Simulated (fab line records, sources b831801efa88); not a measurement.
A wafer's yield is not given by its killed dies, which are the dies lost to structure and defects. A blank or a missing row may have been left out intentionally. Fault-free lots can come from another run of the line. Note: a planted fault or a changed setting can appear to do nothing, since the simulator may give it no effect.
Check of tool commonality / flow sky130 / 14 lots and 48 wafers in the sample

THE REASON FOR OPENING IT
2 of 14 lots carry a flag on the reading DNWELL_TW at SKY_DNWELL_TW_MEAS_09. Wafers without a fault read 1125, standard deviation 7.4.
Rule: flag the lot when none of its wafers has a number, or when each of its wafers that has one lies beyond 4 standard deviations from that mean. The other lots count as sound.

lot=L439; measured=day 3 08:54; on=film_metro-03; DNWELL_TW, wafer by wafer=1134 1134 1131; flag=
lot=L438; measured=day 3 09:15; on=film_metro-03; DNWELL_TW, wafer by wafer=1127 1133 1126; flag=
lot=L440; measured=day 3 13:57; on=film_metro-03; DNWELL_TW, wafer by wafer=1129 1131 1138; flag=
lot=L443; measured=day 4 03:07; on=film_metro-02; DNWELL_TW, wafer by wafer=1112 1116 1117; flag=
lot=L444; measured=day 4 16:16; on=film_metro-03; DNWELL_TW, wafer by wafer=1133 1138 1134; flag=
lot=L446; measured=day 5 01:41; on=film_metro-02; DNWELL_TW, wafer by wafer=1123 1121 1127; flag=
lot=L447; measured=day 5 06:43; on=film_metro-03; DNWELL_TW, wafer by wafer=1117 1118 1114; flag=
lot=L449; measured=day 5 17:21; on=film_metro-03; DNWELL_TW, wafer by wafer=1132 1128 1125; flag=
lot=L451; measured=day 6 08:22; on=film_metro-02; DNWELL_TW, wafer by wafer=1110 1115 1116; flag=
lot=L453; measured=day 6 19:18; on=film_metro-03; DNWELL_TW, wafer by wafer=1130 1126 1129; flag=
lot=L455; measured=day 7 03:25; on=film_metro-02; DNWELL_TW, wafer by wafer=30 30 30 30 30 30; flag=FLAGGED
lot=L456; measured=day 7 10:07; on=film_metro-03; DNWELL_TW, wafer by wafer=30 30 30 31 30 30; flag=FLAGGED
lot=L460; measured=day 8 02:51; on=film_metro-03; DNWELL_TW, wafer by wafer=1128 1131 1135; flag=
lot=L461; measured=day 8 21:09; on=film_metro-02; DNWELL_TW, wafer by wafer=1119 1118 1118; flag=
On average the flagged lots read 30, which is -1095 against the usual, or -99 or more standard deviations.

WHICH TOOL RAN EACH LOT
The record holds 1 process step before the reading, out of a route of 708 steps. Cell contents, in order: the tool; ch with the chambers the sampled wafers went through; the start.
lot=L439; flag=; SKY_DNWELL_DEVELOP_06=litho_track-04 ch 0, day 3 08:00
lot=L438; flag=; SKY_DNWELL_DEVELOP_06=litho_track-04 ch 0, day 3 08:00
lot=L440; flag=; SKY_DNWELL_DEVELOP_06=litho_track-03 ch 0, day 3 13:00
lot=L443; flag=; SKY_DNWELL_DEVELOP_06=litho_track-04 ch 0, day 4 02:00
lot=L444; flag=; SKY_DNWELL_DEVELOP_06=litho_track-01 ch 0, day 4 15:00
lot=L446; flag=; SKY_DNWELL_DEVELOP_06=litho_track-04 ch 0, day 5 01:00
lot=L447; flag=; SKY_DNWELL_DEVELOP_06=litho_track-01 ch 0, day 5 06:00
lot=L449; flag=; SKY_DNWELL_DEVELOP_06=litho_track-03 ch 0, day 5 16:00
lot=L451; flag=; SKY_DNWELL_DEVELOP_06=litho_track-03 ch 0, day 6 07:00
lot=L453; flag=; SKY_DNWELL_DEVELOP_06=litho_track-01 ch 0, day 6 18:00
lot=L455; flag=FLAGGED; SKY_DNWELL_DEVELOP_06=litho_track-03, day 7 03:00
lot=L456; flag=FLAGGED; SKY_DNWELL_DEVELOP_06=litho_track-01, day 7 09:00
lot=L460; flag=; SKY_DNWELL_DEVELOP_06=litho_track-03 ch 0, day 8 02:00
lot=L461; flag=; SKY_DNWELL_DEVELOP_06=litho_track-03 ch 0, day 8 20:00
What these steps do:
- SKY_DNWELL_DEVELOP_06: develop time 60 s.
- SKY_DNWELL_TW_MEAS_09

FLAGGED OVER TOTAL, TOOL BY TOOL (the gauges that took the reading come last)
step=SKY_DNWELL_DEVELOP_06; tool=litho_track-01; lots run=4; flagged=1; share of the flagged lots=some; sound lots run after its first flagged lot=0
step=SKY_DNWELL_DEVELOP_06; tool=litho_track-03; lots run=6; flagged=1; share of the flagged lots=some; sound lots run after its first flagged lot=2 (L460,L461)
step=SKY_DNWELL_DEVELOP_06; tool=litho_track-04; lots run=4; flagged=0; share of the flagged lots=none; sound lots run after its first flagged lot=-
step=SKY_DNWELL_TW_MEAS_09; tool=film_metro-02; lots run=5; flagged=1; share of the flagged lots=some; sound lots run after its first flagged lot=1 (L461)
step=SKY_DNWELL_TW_MEAS_09; tool=film_metro-03; lots run=9; flagged=1; share of the flagged lots=some; sound lots run after its first flagged lot=1 (L460)

WHAT IS ALLOWED BY THE TABLE
No row of the table ran every flagged lot.

WHAT WAS PUT IN BY THE SIMULATOR
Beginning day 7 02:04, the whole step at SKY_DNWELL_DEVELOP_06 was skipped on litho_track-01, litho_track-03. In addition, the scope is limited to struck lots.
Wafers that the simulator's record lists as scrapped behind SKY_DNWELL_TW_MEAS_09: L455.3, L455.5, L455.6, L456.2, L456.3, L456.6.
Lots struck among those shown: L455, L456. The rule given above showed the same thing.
